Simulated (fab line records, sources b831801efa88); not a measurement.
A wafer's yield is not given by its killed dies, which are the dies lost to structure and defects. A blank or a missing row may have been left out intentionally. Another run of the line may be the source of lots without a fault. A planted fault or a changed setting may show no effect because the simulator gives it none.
Which tool is to blame? -- flow sky130 -- at 1 step of a route of 708, 6 lots with 18 wafers sampled

## WHAT THE GAUGES READ, wafer by wafer
SKY_VT_ADJUST_NCORE_CD_MEAS_07 targets a cd of 380 nm.
lot,measured,on,cd nm (nm)
L833,day 10 21:47,cd sem-01,382.5 383.1 381.5
L837,day 11 18:05,cd sem-01,379.5 377.2 380.0
L840,day 12 14:17,cd sem-02,375.7 378.6 378.1
L843,day 13 03:11,cd sem-01,380.6 379.3 382.5
L845,day 13 16:46,cd sem-01,378.5 377.6 378.7
L847,day 14 03:22,cd sem-01,382.1 385.5 384.1

## TOOL THAT RAN EACH LOT (tool first, then ch and the chambers of the sampled wafers, then the start)
No process step before these readings appears in the record.

## THE ANSWER, worked out from the rows above alone
Rule: the usual values come from the lots themselves. The widest of any qualifying gaps counts: lots, ordered by their means at a reading, are off when they make up no more than a third of the lots, leave a main group of 4 or more, and stand apart from it by 3 or more times the standard deviation of that group's means. The tables above print the reading to a certain number of digits; a main group whose means all agree to those digits is not used. Also off: a lot with no number at a reading for which 4 or more lots have one. All remaining lots with rows at the step are treated as sound.
No lot is off at any reading shown: from this, nothing can be told.

## WHAT HAD BEEN PUT IN BY THE SIMULATOR
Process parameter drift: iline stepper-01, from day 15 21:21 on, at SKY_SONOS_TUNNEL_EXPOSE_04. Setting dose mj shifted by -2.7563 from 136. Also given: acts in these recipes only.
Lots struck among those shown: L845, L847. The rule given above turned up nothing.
